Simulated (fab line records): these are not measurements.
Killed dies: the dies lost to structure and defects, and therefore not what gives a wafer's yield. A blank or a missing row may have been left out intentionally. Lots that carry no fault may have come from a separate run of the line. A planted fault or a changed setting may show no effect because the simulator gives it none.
Problem report in the 8D (eight disciplines) form, filled by code ; flow gf180mcu ; the parts of the form that need people (team, actions taken, sign-off) are left out

== 1. WHAT WENT WRONG ==
Wafers without a fault read 0.989 a.u., standard deviation 0.0057; oes-product-au at GF_M4_METAL_ETCH_16 reads a mean of 0.794 a.u. on 4 wafers belonging to 2 lots. Measured from the usual mean, that is -34 standard deviations.
The step: etches the open film in Cl2/BCl3, stops on SiO2, target depth 750.8 nm, time 125.1 s.
First seen on wafer L554.4, day 25 20:25, on rie-metal-04. Wafers with a number at this step in the record: 42, from 14 lots. The rule behind "out" and "out of limits": a value lying over 4 standard deviations away from the usual mean. The other wafers with a number count as sound.

== 2. WHAT IT IS, AND WHAT IT ISN'T ==
question;is;is not
which readings at this step;oes-product-au, throttle-valve-pct;chamber-pressure-mTorr, drypump-motor-current-A
which lots;L554, L557;L547, L548, L549, L550, L561, L563, L564, L565, L566, L567, L569, L570
which wafers of those lots;L554.4, L554.6, L557.4, L557.6;L554.3, L557.1
read on which tools;rie-metal-04;rie-metal-01, rie-metal-02
when;from day 25 20:25;"up to then (13 sound wafers); but 25 sound wafers of L557, L561, L563, L564, L565, L566, L567, L569, L570 came after"

== 3. THE SUSPECTS, EACH WITH WHAT RULES IT OUT ==
Counting: if a tool at a process step up to the reading ran every lot that is out, it stays a suspect. Sound lots after the first of them don't rule it out here, since some wafers of a struck lot are sound.
- rie-metal-04 at GF_M4_METAL_ETCH_16 (etches the open film in Cl2/BCl3, stops on SiO2, target depth 750.8 nm, time 125.1 s): kept. Every lot that is out went through it, the first being L554 (day 25 20:25); the last sound lot it ran before that was L548 (day 23 13:14). On those wafers its own readings are out: oes-product-au, throttle-valve-pct.
The count leaves rie-metal-04 at GF_M4_METAL_ETCH_16.

== 4. THE CAUSE (what the simulator had put in) ==
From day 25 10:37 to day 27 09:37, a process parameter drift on rie-metal-04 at GF_M4_METAL_ETCH_16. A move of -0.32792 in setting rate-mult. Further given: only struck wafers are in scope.
This tool alone remained once counting was done.

== 5. THE CHAIN OF EFFECTS, in route order ==
Rows list readings where the struck wafers' mean (over those with a number) sits beyond 3 standard deviations from the usual. Readings are gone through only where the record gives a usual standard deviation; hours: the median, over the lots, of the time from a lot's start at the first step in this table giving one to that lot's start at this step; sigmas: the change measured in usual standard deviations.
hours;step;reading;usual;on struck wafers;change;sigmas
0;GF_M4_METAL_ETCH_16;oes-product-au;0.989 a.u.;0.794;-0.195;-34
0;GF_M4_METAL_ETCH_16;throttle-valve-pct;28.231 %;28.443;+0.212;+19
0;GF_M4_STRIP_17;oes-product-au;0.538 a.u.;0.576;+0.038;+7.3
0;GF_M4_STRIP_17;strip-time-to-endpoint-s;7.39 s;8.34;+0.95;+21
The process steps in it:
- GF_M4_METAL_ETCH_16: etches the open film in Cl2/BCl3, stops on SiO2, target depth 750.8 nm, time 125.1 s.
- GF_M4_STRIP_17: strips in O2/N2.

== 6. HOW IT WOULD HAVE BEEN CAUGHT EARLIER ==
In this record the first reading out of limits was taken at day 25 20:25, 10 hours after the fault began at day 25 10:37.
